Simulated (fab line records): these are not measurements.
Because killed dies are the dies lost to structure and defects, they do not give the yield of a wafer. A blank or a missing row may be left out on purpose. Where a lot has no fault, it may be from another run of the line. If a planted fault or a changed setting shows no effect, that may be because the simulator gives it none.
2 desks, one fault / flow gf180mcu / what lay behind the numbers comes last; until then each desk has only its own

== FROM THE METROLOGY DESK ==
What the gauges read, lot by lot, whatever tool the lot ran on: means of the sampled wafers that have a number. Any lot whose mean is over 4 standard deviations away from the usual mean is out of limits and marked OUT; that distance is given in the brackets.
Columns: A = MVPSD_TW at GF_MVPSD_TW_MEAS_11, usual 549; B = VT_IMPLANT_2_TW at GF_VT_IMPLANT_TW_MEAS_21, usual 1213
lot=L696; first seen here=day 5 03:32; A=552; B=1212
lot=L697; first seen here=day 5 08:59; A=550; B=1210
lot=L699; first seen here=day 5 21:32; A=550; B=1214
lot=L701; first seen here=day 6 14:34; A=534; B=1270 (+12) OUT
lot=L703; first seen here=day 7 04:46; A=556; B=1275 (+13) OUT
lot=L708; first seen here=day 8 13:07; A=554; B=1219
lot=L709; first seen here=day 8 13:44; A=555; B=1213
lot=L713; first seen here=day 9 13:20; A=550; B=1215
lot=L714; first seen here=day 9 17:08; A=553; B=1213
lot=L715; first seen here=day 9 22:47; A=538; B=1213
lot=L716; first seen here=day 10 07:10; A=552; B=1206
lot=L717; first seen here=day 10 13:53; A=554; B=1219
lot=L718; first seen here=day 10 17:41; A=539; B=1217
Per this desk, out of limits: L701, L703; the first was L701, day 7 21:52 (VT_IMPLANT_2_TW at GF_VT_IMPLANT_TW_MEAS_21). In limits: L696, L697, L699, L708, L709, L713, L714, L715, L716, L717, L718.

== DESK OF THE TOOL OWNER: implanter-02 ==
For each lot that ran on this tool, the mean over its sampled wafers that have a number, from the tool's own readings at GF_VT_IMPLANT_IMPLANT_19. Any lot whose mean is over 4 standard deviations away from the usual mean is out of limits and marked OUT; that distance is given in the brackets.
Columns: A = beamEnergyKeV at GF_VT_IMPLANT_IMPLANT_19, usual 100.01
lot=L696; first seen here=day 6 08:08; A=99.98
lot=L701; first seen here=day 7 21:37; A=116.84 (+99 or more) OUT
lot=L703; first seen here=day 8 12:44; A=116.84 (+99 or more) OUT
lot=L713; first seen here=day 11 01:19; A=100.02
lot=L714; first seen here=day 11 05:23; A=99.99
lot=L715; first seen here=day 11 10:35; A=99.96
lot=L718; first seen here=day 12 07:22; A=100.02
Finding of this desk: L701, L703 out of limits; the first was L701 at day 7 21:37, on beamEnergyKeV at GF_VT_IMPLANT_IMPLANT_19. In limits: L696, L713, L714, L715, L718.

== PUT TOGETHER ==
An alarm could have come from the tool owner's desk at day 7 21:37, on L701, L703.
Metrology desk: alarm possible at day 7 21:52 on L701, L703.
The lots listed all ran GF_VT_IMPLANT_IMPLANT_19 on implanter-02.

== WHAT THE SIMULATOR HAD PUT IN ==
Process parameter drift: implanter-02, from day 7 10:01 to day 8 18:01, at GF_VT_IMPLANT_IMPLANT_19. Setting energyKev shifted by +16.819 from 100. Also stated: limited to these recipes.
Lots struck among those shown: L701, L703.
Counting hours from when the fault started, the first reading out of limits came at 12 for the tool owner's desk and at 12 for the metrology desk.
